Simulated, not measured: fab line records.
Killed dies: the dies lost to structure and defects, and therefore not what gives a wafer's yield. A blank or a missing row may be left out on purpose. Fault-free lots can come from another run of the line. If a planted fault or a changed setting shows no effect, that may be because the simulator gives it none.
One fault seen from 2 desks + flow gf180mcu + what lay behind the numbers comes last; until then each desk has only its own

== AT THE TOOL OWNER'S DESK: pvd_sputter-04 ==
At GF_CONTACT_SPUTTER_23 (material TiN, target thk 10 nm, time 40 s) the tool's own readings: per lot run on this tool, the mean of the sampled wafers that have a number. If a lot's mean is further than 4 standard deviations from the usual mean, the lot is out of limits and carries the mark OUT (the distance appears in the brackets).
Columns: A = throttle_valve_pct at GF_CONTACT_SPUTTER_23, usual 30.3 %
| lot  | first seen here | A    |
|------|-----------------|------|
| L622 | day 16 04:31    | 30.9 |
| L625 | day 17 04:22    | 30.8 |
| L629 | day 18 20:23    | 30.7 |
| L633 | day 20 12:16    | 30.8 |
| L634 | day 20 18:23    | 31.0 |
Finding of this desk: none of the 5 lots has anything out of limits.

== THE METROLOGY DESK ==
Means of the sampled wafers that have a number, per lot and without regard to the tool the lot ran on: this is what the gauges read. If a lot's mean is further than 4 standard deviations from the usual mean, the lot is out of limits and carries the mark OUT (the distance appears in the brackets).
Columns: A = TOP_METAL_OVL at GF_TOP_METAL_OVL_MEAS_15, usual -0.3 nm
| lot  | first seen here | A    |
|------|-----------------|------|
| L622 | day 28 08:28    | -1.1 |
| L623 | day 28 08:53    | -0.2 |
| L624 | day 28 16:47    | 0.3  |
| L625 | day 29 00:24    | 2.3  |
| L629 | day 30 10:32    | 0.1  |
| L633 | day 31 15:34    | 0.6  |
| L634 | day 31 21:21    | -2.1 |
| L635 | day 32 05:08    | 0.7  |
| L636 | day 32 06:42    | -1.4 |
| L638 | day 33 02:45    | 0.2  |
| L639 | day 33 07:22    | 1.8  |
| L640 | day 33 11:36    | 0.6  |
| L642 | day 33 15:12    | -1.0 |
| L645 | day 34 09:20    | -2.1 |
Finding of this desk: none of the 14 lots has anything out of limits.

== BROUGHT TOGETHER ==
The tool owner's desk saw nothing out of limits.
The metrology desk saw nothing out of limits.

== WHAT HAD BEEN PUT IN BY THE SIMULATOR ==
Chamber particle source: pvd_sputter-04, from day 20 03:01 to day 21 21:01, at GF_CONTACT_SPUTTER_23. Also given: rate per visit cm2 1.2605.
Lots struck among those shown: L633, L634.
